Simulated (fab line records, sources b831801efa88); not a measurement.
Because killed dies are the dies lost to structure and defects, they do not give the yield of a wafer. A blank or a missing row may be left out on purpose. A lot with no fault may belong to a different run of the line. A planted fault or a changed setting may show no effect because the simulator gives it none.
A struck lot beside a sound one | flow sky130 | 16 steps out of a route of 708
Sound: wafers L448.1, L448.2, L448.6. The struck wafers were L457.1, L457.2, L457.4. The cause comes at the end.
Each step with rows lists, per side, the tool, then ch with its chambers, then its first start. Under that, the readings that differ: sound wafers | struck wafers | difference of the means | sigmas: that difference in standard deviations of wafers without a fault.
alike: a reading whose means differ by less than 2 such deviations, as well as words and numbers matching on both sides. not compared: withheld readings; readings where some wafer has no value; bounds like >300 that might hide an equal value; numbers whose values overlap and for which the record gives no deviation.
Wherever a step has rows on one side only, a row that says differs or no value, or a row with sigmas, the two part there. Non-overlapping numbers with no deviation appear without sigmas and do not part them. Lack of a reading on every wafer of one side parts them only where that side has two or more wafers.

SKY_FIELD_ISO_THK_MEAS_02:
  struck on film-metro-04, day 3 23:38; sound on film-metro-02, day 2 02:40
  alike: FIELD_ISO_OXIDATION_00_THK
then, 1 step without rows for these wafers: SKY_FIELD_ISO_CVD_03 (deposits Si3N4 from DCS/NH3, target thk 165 nm, time 2830 s).
SKY_FIELD_ISO_THK_MEAS_04:
  struck on film-metro-02, day 4 04:02; sound on film-metro-02, day 2 04:31
  alike: FIELD_ISO_CVD_03_THK
then, 8 steps without rows for these wafers: SKY_FIELD_ISO_DEHYDRATE_05 (time 60 s); SKY_FIELD_ISO_HMDS_06 (prime time 60 s); SKY_FIELD_ISO_COAT_07 (resist thk 60 nm); SKY_FIELD_ISO_COAT_08 (resist thk 450 nm); SKY_FIELD_ISO_SOFTBAKE_09 (time 90 s); SKY_FIELD_ISO_EXPOSE_10 (exposes mask FOM, target cd 150 nm); SKY_FIELD_ISO_PEB_11; SKY_FIELD_ISO_DEVELOP_12 (develop time 60 s).
SKY_FIELD_ISO_CD_MEAS_13: target cd 150 nm.
  struck on cd-sem-02, day 4 21:27; sound on cd-sem-01, day 2 19:49
  alike: cd-nm
SKY_FIELD_ISO_ETCH_14: etches BARC in N2/H2, stops on SiO2, time 45.9 s, target depth 60 nm.
  sound on rie-diel-02 ch 0,1,2, day 2 19:56; struck on rie-diel-04 ch 0,1,3, day 4 21:34
  reading                                          | sound             | struck            | difference | sigmas
  oes-product-au (a.u.)                            | 0.853 0.861 0.856 | 0.751 0.742 0.753 | -0.108     | -22
  run-length-s (s)                                 | 75.1 74.9 74.2    | 86.8 86.7 87.1    | +12.1      | +30
  model.KrF-thick_of_FIELD_ISO_COAT_08.thk-nm (nm) | 393.9 391.8 394.2 | 382.4 381.7 381.2 | -11.5      |
  alike: drypump-motor-current-A, n2-flow-sccm, rf-fwd-power-W, throttle-valve-pct
  not compared: rf-hours-counter-h
SKY_FIELD_ISO_ETCH_15: etches the open film in CHF3/O2, stops on Si, target depth 180 nm, time 72 s.
  sound on rie-diel-02 ch 0,1,2, day 2 19:59; struck on rie-diel-04 ch 0,1,3, day 4 21:37
  reading                                          | sound             | struck            | difference | sigmas
  model.KrF-thick_of_FIELD_ISO_COAT_08.thk-nm (nm) | 239.8 235.5 242.6 | 226.4 224.1 223.8 | -14.5      |
  alike: O2_flow_sccm, drypump-motor-current-A, oes-product-au, rf-fwd-power-W, run-length-s, throttle-valve-pct
  not compared: rf-hours-counter-h
SKY_FIELD_ISO_STRIP_16: strips in O2/N2.
  sound on plasma-asher-02 ch 0,1, day 2 20:02; struck on plasma-asher-02 ch 0,1, day 4 21:40
  reading                      | sound          | struck         | difference | sigmas
  strip-time-to-endpoint-s (s) | 3.59 3.54 3.62 | 3.45 3.41 3.41 | -0.16      | -4
  alike: drypump-motor-current-A, n2-flow-sccm, o2-flow-sccm, oes-product-au
  not compared: rf-hours-counter-h
SKY_FIELD_ISO_ETCH_17: etches Si in HBr/Cl2/O2, target depth 342 nm, time 97.7 s.
  sound on rie-si-01 ch 1,2,3, day 2 20:08; struck on rie-si-01 ch 0,2,3, day 4 21:46
  alike: O2_flow_sccm, drypump-motor-current-A, oes-product-au, rf-fwd-power-W, run-length-s, throttle-valve-pct
  not compared: rf-hours-counter-h

== WHERE THEY PART ==
At SKY_FIELD_ISO_ETCH_14 first; at SKY_FIELD_ISO_STRIP_16 last (within this record only). Later steps at which nothing parts them and some readings are alike: SKY_FIELD_ISO_ETCH_17.

WHY: the cause the simulator had injected
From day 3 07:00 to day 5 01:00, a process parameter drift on rie-diel-04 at SKY_FIELD_ISO_ETCH_14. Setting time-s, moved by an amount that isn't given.
